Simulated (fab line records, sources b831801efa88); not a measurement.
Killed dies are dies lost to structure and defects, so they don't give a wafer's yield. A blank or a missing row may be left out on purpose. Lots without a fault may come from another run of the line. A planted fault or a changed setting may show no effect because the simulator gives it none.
A struck lot beside a sound one | flow sky130 | 15 steps out of a route of 708
Sound: wafers L475.2, L475.4, L475.6. Struck: wafers L485.1, L485.2, L485.3. The cause comes at the end.
At each step with rows: each side's tool, then ch and its chambers, then its first start. Under that, the readings that differ: sound wafers | struck wafers | difference of the means | sigmas: that difference in standard deviations of wafers without a fault.
alike: readings whose means differ by less than 2 such deviations, and words and numbers that are the same on both sides. not compared: withheld readings, readings that some wafer has no value for, bounds like >300 that may hide the same value, and numbers for which the record gives no deviation and whose values overlap.
The two part at a step that has a row with sigmas, a row that says differs or no value, or rows on one side only. Numbers that don't overlap but have no deviation are shown without sigmas and don't part them. A reading that every wafer of one side lacks parts them only if that side has two wafers or more.

SKY_PWDE_STRIP_09: strips in O2/N2.
  sound on plasma_asher-03 ch 1, day 5 03:34; struck on plasma_asher-01 ch 0,1, day 7 19:43
  alike: drypump_motor_current_A, oes_product_au, strip_time_to_endpoint_s
  not compared: rf_hours_counter_h
SKY_PWDE_TW_MEAS_10:
  sound on film_metro-01, day 5 03:40; struck on film_metro-03, day 7 19:49
  alike: PWDE_TW
then, 7 steps without rows for these wafers: SKY_NWELL_DEHYDRATE_03 (time 60 s); SKY_NWELL_HMDS_04 (prime time 60 s); SKY_NWELL_COAT_05 (resist thk 3000 nm); SKY_NWELL_SOFTBAKE_06; SKY_NWELL_EXPOSE_07 (exposes mask NWM, target cd 840 nm); SKY_NWELL_PEB_08; SKY_NWELL_DEVELOP_09 (develop time 60 s).
SKY_NWELL_OVL_MEAS_10:
  sound on overlay-02, day 5 21:04; struck on overlay-01, day 8 16:17
  alike: NWELL_00_OVL
then, 2 steps without rows for these wafers: SKY_NWELL_IMPLANT_11; SKY_NWELL_IMPLANT_12.
SKY_NWELL_IMPLANT_13:
  sound on implanter-02 ch 0, day 5 21:25; struck on implanter-02 ch 0, day 8 16:37
  reading       | sound                         | struck                        | difference | sigmas
  dose_ions_cm2 | 7.009e+11 7.002e+11 7.003e+11 | 6.886e+11 6.876e+11 6.886e+11 | -1.220e+10 | -14
  alike: beam_energy_keV
SKY_NWELL_STRIP_14: strips in O2/N2.
  sound on plasma_asher-04 ch 0,1, day 5 21:33; struck on plasma_asher-04 ch 0,1, day 8 16:46
  alike: drypump_motor_current_A, oes_product_au, strip_time_to_endpoint_s
  not compared: rf_hours_counter_h
-- the record jumps here: 41 days lie between the struck wafers' starts before and after (it left off in module NWELL and takes up again in module PAD_OPEN, whose first step shown is number 708 of the route) --
SKY_PAD_OPEN_PROBE_99:
  the record has rows for the struck wafers here (prober-02, day 49 19:51) and none for the sound ones

WHERE THEY PART
First at SKY_NWELL_IMPLANT_13; last, within this record, at SKY_PAD_OPEN_PROBE_99.

WHY: what the simulator had put in
Process parameter drift: implanter-02, from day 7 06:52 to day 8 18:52, at SKY_NWELL_IMPLANT_13. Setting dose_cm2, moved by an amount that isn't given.
